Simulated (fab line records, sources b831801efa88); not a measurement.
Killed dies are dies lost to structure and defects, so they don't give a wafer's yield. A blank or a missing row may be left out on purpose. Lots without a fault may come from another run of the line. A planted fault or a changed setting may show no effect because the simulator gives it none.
Chamber matching | flow sky130 | SKY_FIELD_ISO_ETCH_14 on rie_diel-02: 4 sister chambers
The step etches BARC in N2/H2, stops on SiO2, time 45.9 s, target depth 60 nm. 4 wafers are shown with their chamber, then 8 later ones without.

WAFERS WITH THEIR CHAMBER
wafer  | chamber | drypump_motor_current_A (A)
L084.1 | 2       | 6.5
L087.1 | 1       | 5.2
L088.4 | 3       | 6.7
L093.2 | 0       | 6.7

WAFERS WITHOUT THEIR CHAMBER
wafer  | drypump_motor_current_A (A)
L093.4 | 5.2
L093.6 | 6.5
L094.2 | 6.5
L094.3 | 6.8
L094.4 | 5.2
L095.2 | 5.2
L095.3 | 6.7
L095.4 | 6.7

WHICH CHAMBER EACH WENT THROUGH
wafer  | from the rows above     | in truth
L093.4 | 1                       | 1
L093.6 | 2                       | 2
L094.2 | 2                       | 2
L094.3 | can't be placed: 0 or 3 | 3
L094.4 | 1                       | 1
L095.2 | 1                       | 1
L095.3 | can't be placed: 0 or 3 | 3
L095.4 | can't be placed: 0 or 3 | 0
Placed correctly: 5 of 8. Can't be placed from these rows: 3 (the true chamber is among the candidates in 3). Placed wrongly: 0.
How it was worked out, from the rows above alone: a wafer's distance from a chamber is the root of the sum, over the readings, of the square of ((its reading less the chamber's mean) divided by the reading's scatter). The wafer belongs to the nearest chamber; if the next one is less than 2 further off, it can't be placed. A chamber's mean is the mean of its shown wafers. The scatter: with one shown wafer a chamber, the root of the mean of the squares of how far each hidden wafer lies from its nearest shown one.
